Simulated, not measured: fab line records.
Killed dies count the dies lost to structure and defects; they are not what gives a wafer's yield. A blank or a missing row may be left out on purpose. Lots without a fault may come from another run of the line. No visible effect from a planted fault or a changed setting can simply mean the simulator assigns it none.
Which tool is to blame? ; flow sky130 ; Sampling: 15 lots, 45 wafers, 3 of 708 route steps

## WHAT THE GAUGES SHOWED, per wafer
SKY_LDD_LDN_TW_MEAS_13.
lot;measured;on;LDD_LDN_TW
L116;day 22 19:48;film metro-03;1467 1460 1461
L118;day 23 23:37;film metro-02;1494 1496 1487
L119;day 24 06:46;film metro-02;1497 1507 1505
L120;day 24 20:43;film metro-01;1477 1483 1479
L122;day 25 09:32;film metro-03;1455 1448 1462
L124;day 26 11:31;film metro-02;31 31 30
L125;day 26 12:11;film metro-01;30 30 30
L126;day 26 19:25;film metro-01;30 30 30
L131;day 29 05:55;film metro-03;1445 1451 1450
L132;day 30 03:51;film metro-03;1453 1464 1464
L134;day 30 04:45;film metro-02;1506 1514 1502
L136;day 30 07:29;film metro-03;1459 1466 1468
L135;day 30 12:41;film metro-02;1511 1505 1505
L138;day 30 15:15;film metro-02;1505 1500 1502
L137;day 30 16:40;film metro-02;1512 1503 1509

## WHICH TOOL RAN EACH LOT (tool, then ch and the chambers of the sampled wafers, then the start)
lot;SKY_LDD_HVP_STRIP_09;SKY_LDD_LDN_STRIP_12
L116;plasma asher-03 ch 0,1, day 21 12:49;plasma asher-04 ch 0,1, day 22 19:42
L118;plasma asher-03 ch 0,1, day 22 17:13;plasma asher-02 ch 0,1, day 23 23:31
L119;plasma asher-03 ch 0,1, day 23 01:10;plasma asher-02 ch 0, day 24 06:40
L120;plasma asher-03 ch 0,1, day 23 15:21;plasma asher-01 ch 0,1, day 24 20:37
L122;plasma asher-03 ch 0,1, day 24 04:05;plasma asher-02 ch 0,1, day 25 09:27
L124;plasma asher-01 ch 0,1, day 25 05:36;plasma asher-04 ch 0,1, day 26 11:26
L125;plasma asher-03 ch 0,1, day 25 06:31;plasma asher-02 ch 0, day 26 12:04
L126;plasma asher-01 ch 0,1, day 25 14:46;plasma asher-02 ch 0,1, day 26 19:19
L131;plasma asher-04 ch 0,1, day 28 00:40;plasma asher-04 ch 0,1, day 29 05:49
L132;plasma asher-04 ch 1, day 28 23:31;plasma asher-01 ch 1, day 30 03:45
L134;plasma asher-04 ch 0,1, day 29 00:53;plasma asher-01 ch 0,1, day 30 04:39
L136;plasma asher-04 ch 0,1, day 29 04:05;plasma asher-01 ch 0,1, day 30 07:25
L135;plasma asher-04 ch 0,1, day 29 09:16;plasma asher-04 ch 0,1, day 30 12:34
L138;plasma asher-04 ch 0,1, day 29 12:46;plasma asher-04 ch 0,1, day 30 15:09
L137;plasma asher-03 ch 0,1, day 29 14:15;plasma asher-02 ch 0,1, day 30 16:34
- SKY_LDD_HVP_STRIP_09: strips in O2/N2.
- SKY_LDD_LDN_STRIP_12: strips in O2/N2.

## AS READ BY THE TOOLS THEMSELVES (means over the sampled wafers that have a number; for cases with no such wafer, the mark the record gives instead)
SKY_LDD_HVP_STRIP_09.
lot;tool;chamber pressure mTorr (mTorr);drypump motor current A (A);oes product au (a.u.);strip time to endpoint s (s)
L116;plasma asher-03;1500.3;5.80;0.410;4.143
L118;plasma asher-03;1500.5;5.83;0.403;4.134
L119;plasma asher-03;1501.5;5.85;0.411;4.123
L120;plasma asher-03;1500.0;5.82;0.411;4.146
L122;plasma asher-03;1499.6;5.83;0.406;4.116
L124;plasma asher-01;-;-;-;-
L125;plasma asher-03;-;-;-;-
L126;plasma asher-01;-;-;-;-
L131;plasma asher-04;1498.2;5.45;0.412;4.146
L132;plasma asher-04;1500.8;5.28;0.411;4.127
L134;plasma asher-04;1499.2;5.44;0.402;4.139
L136;plasma asher-04;1500.2;5.37;0.407;4.130
L135;plasma asher-04;1500.2;5.46;0.410;4.130
L138;plasma asher-04;1501.4;5.46;0.409;4.150
L137;plasma asher-03;1499.2;5.82;0.409;4.119

SKY_LDD_LDN_STRIP_12.
lot;tool;chamber pressure mTorr (mTorr);drypump motor current A (A);oes product au (a.u.);strip time to endpoint s (s)
L116;plasma asher-04;1499.4;5.4;0.712;14.17
L118;plasma asher-02;1500.1;6.0;0.711;14.17
L119;plasma asher-02;1500.3;6.0;0.716;14.21
L120;plasma asher-01;1499.4;5.1;0.712;14.21
L122;plasma asher-02;1500.1;6.0;0.712;14.20
L124;plasma asher-04;1500.9;5.4;0.718;18.71
L125;plasma asher-02;1498.9;6.0;0.715;18.72
L126;plasma asher-02;1499.3;6.0;0.718;18.83
L131;plasma asher-04;1499.2;5.4;0.718;14.15
L132;plasma asher-01;1501.5;4.9;0.713;14.12
L134;plasma asher-01;1500.9;5.3;0.713;14.19
L136;plasma asher-01;1499.2;5.4;0.714;14.18
L135;plasma asher-04;1501.4;5.4;0.713;14.14
L138;plasma asher-04;1500.4;5.4;0.716;14.24
L137;plasma asher-02;1500.1;6.0;0.714;14.14

## THE ANSWER, worked out from the rows above alone
Rule: what is usual is taken from the lots themselves. The widest of any qualifying gaps counts: lots, ordered by their means at a reading, are off when they make up no more than a third of the lots, leave a main group of 4 or more, and stand apart from it by 3 or more times the standard deviation of that group's means. A main group is skipped when, at the precision printed for the reading in the tables above, its means are all equal. A lot without any number at a reading at which 4 lots or more have one is off too. All remaining lots with rows at the step are treated as sound. Order of review: gauges by route order, followed by the tools' own readings, for which a lot's mean as printed above is used. At the first step where some lot is off, the reading lying furthest off is the one used; lots without a number count as furthest.
Off: at SKY_LDD_LDN_TW_MEAS_13 (LDD_LDN_TW), L124, L125, L126. Main group: mean 1483, sd 22.
A tool fits if, at a process step before that reading, it ran every lot that is off, and no sound lot after the first of them. The gauges at SKY_LDD_LDN_TW_MEAS_13 aren't tried: what is off there is off at SKY_LDD_HVP_STRIP_09 too, on other tools, and a gauge's error can't cause that. Not one of the candidates tried fits.

## WHAT THE SIMULATOR HAD INSERTED
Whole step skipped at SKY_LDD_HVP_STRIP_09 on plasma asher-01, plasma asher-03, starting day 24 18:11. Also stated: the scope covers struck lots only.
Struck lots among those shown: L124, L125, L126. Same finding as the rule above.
